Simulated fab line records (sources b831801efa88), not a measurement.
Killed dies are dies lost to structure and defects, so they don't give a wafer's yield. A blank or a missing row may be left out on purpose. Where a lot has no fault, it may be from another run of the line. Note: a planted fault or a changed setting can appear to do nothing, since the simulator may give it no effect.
Struck lot and sound lot, side by side    flow sky130    21 steps out of a route of 708
Sound: wafers L101.2, L101.4, L101.5. Wafers L118.1, L118.3, L118.6 were the ones struck. The cause is named last.
At each step with rows: each side's tool, then ch and its chambers, then its first start. Under that, the readings that differ: sound wafers    struck wafers    difference of the means    sigmas: that difference in standard deviations of wafers without a fault.
alike: words and numbers the same on both sides, and readings whose means are apart by under 2 such deviations; not compared: readings that were withheld, readings missing a value for some wafer, numbers with overlapping values and no deviation given by the record, and bounds like >300 which may hide the same value.
Wherever a step has rows on one side only, a row that says differs or no value, or a row with sigmas, the two part there. When numbers do not overlap yet have no deviation, they are printed without sigmas and do not part them. A reading that every wafer of one side lacks parts them only if that side has two wafers or more.

first, 1 step without rows for these wafers: SKY_RES_XHIGH_IMPLANT_07.
SKY_RES_XHIGH_STRIP_08: strips in O2/N2.
  sound on plasma-asher-01 ch 0,1, day 27 08:32; struck on plasma-asher-01 ch 0,1, day 33 02:53
reading                       sound              struck             difference  sigmas
strip-time-to-endpoint-s (s)  14.25 14.26 14.22  14.30 14.33 14.32  +0.07       +2
  alike: drypump-motor-current-A, oes-product-au
  not compared: rf-hours-counter-h
SKY_RES_XHIGH_TW_MEAS_09:
  sound: film-metro-03 at day 27 08:38; struck: film-metro-03 at day 33 02:59
  alike: RES_XHIGH_TW
then, 7 steps without rows for these wafers: SKY_SD_N_DEHYDRATE_00 (time 60 s); SKY_SD_N_HMDS_01 (prime time 60 s); SKY_SD_N_COAT_02 (resist thk 1140 nm); SKY_SD_N_SOFTBAKE_03 (time 60 s); SKY_SD_N_EXPOSE_04 (exposes mask NSDM, target cd 380 nm); SKY_SD_N_PEB_05; SKY_SD_N_DEVELOP_06 (develop time 60 s).
SKY_SD_N_CD_MEAS_07: target cd 380 nm.
  sound: cd-sem-02 at day 28 13:20; struck: cd-sem-01 at day 34 04:35
  alike: cd-nm
SKY_SD_N_OVL_MEAS_08:
  sound: overlay-02 at day 28 13:27; struck: overlay-02 at day 34 04:42
  alike: SD_N_OVL
SKY_SD_N_IMPLANT_09:
  sound on implanter-02 ch 0, day 28 13:30; struck on implanter-02 ch 0, day 34 04:44
reading                    sound                 struck                difference  sigmas
beam-energy-keV            50.016 50.015 50.024  54.141 54.109 54.112  +4.102      +99 or more
model.implant.rp-nm (nm)   31.75 31.75 31.75     34.11 34.11 34.11     +2.36       
model.implant.drp-nm (nm)  14.11 14.11 14.11     14.98 14.98 14.98     +0.87       
then, 1 step without rows for these wafers: SKY_SD_N_IMPLANT_10.
SKY_SD_N_STRIP_11: strips in O2/N2.
  sound on plasma-asher-04 ch 0,1, day 28 13:47; struck on plasma-asher-02 ch 0, day 34 05:02
reading                       sound              struck             difference  sigmas
strip-time-to-endpoint-s (s)  22.52 22.52 22.53  23.18 23.17 23.21  +0.66       +20
  alike: drypump-motor-current-A, oes-product-au
  not compared: rf-hours-counter-h
SKY_SD_N_TW_MEAS_12:
  sound: film-metro-04 at day 28 13:53; struck: film-metro-03 at day 34 05:08
  alike: SD_N_TW
then, 1 step without rows for these wafers: SKY_SD_N_CLEAN_13 (cleans in SC1/SC2, time 150 s).
SKY_SD_N_RTA_14: time 2 s.
  sound on rtp-anneal-02 ch 0, day 28 14:00; struck on rtp-anneal-01 ch 0, day 34 05:14
  alike: lamp-power-pct, ramp-up-c-per-s, wafer_temp_C_max
SKY_SD_N_RS_MEAS_16: uses a four-point probe to measure.
  sound: film-metro-02 at day 28 14:11; struck: film-metro-03 at day 34 05:25
reading           sound              struck             difference  sigmas
SD_N_RS (ohm/sq)  68.40 68.30 68.35  65.72 65.68 65.65  -2.67       -24
SKY_SD_N_RS_MEAS_17: uses a four-point probe to measure.
  sound: film-metro-02 at day 28 14:18; struck: film-metro-03 at day 34 05:32
  alike: SD_P_RS
-- record jumps: 16 days separate the struck wafers' starts on either side; left off in module SD_N, taken up again in module PAD_OPEN, whose first shown step is the route's number 708 --
SKY_PAD_OPEN_PROBE_99:
  sound: prober-02 at day 46 08:06; struck: prober-01 at day 50 12:13
reading                             sound              struck             difference  sigmas
killed_at_M0_to_M3                  32 30 38           45 53 48           +15         +2
model.etest.res-ndiff.rs-ohm-sq     119.9 120.7 120.6  116.1 115.9 115.8  -4.5        
model.etest.res-ndiff-hv.rs-ohm-sq  114.5 114.6 114.3  110.3 111 111.1    -3.7        
  alike: killed_at_M4_up, killed-at-contacts, killed-at-front-end, killed-at-other, killed-dies, killed-open, killed-short
  not compared: model.etest.res-ndiff.line-ohm-um

## WHERE THEY PART
First at SKY_RES_XHIGH_STRIP_08; last, within this record, at SKY_PAD_OPEN_PROBE_99.

WHY: the cause the simulator had injected
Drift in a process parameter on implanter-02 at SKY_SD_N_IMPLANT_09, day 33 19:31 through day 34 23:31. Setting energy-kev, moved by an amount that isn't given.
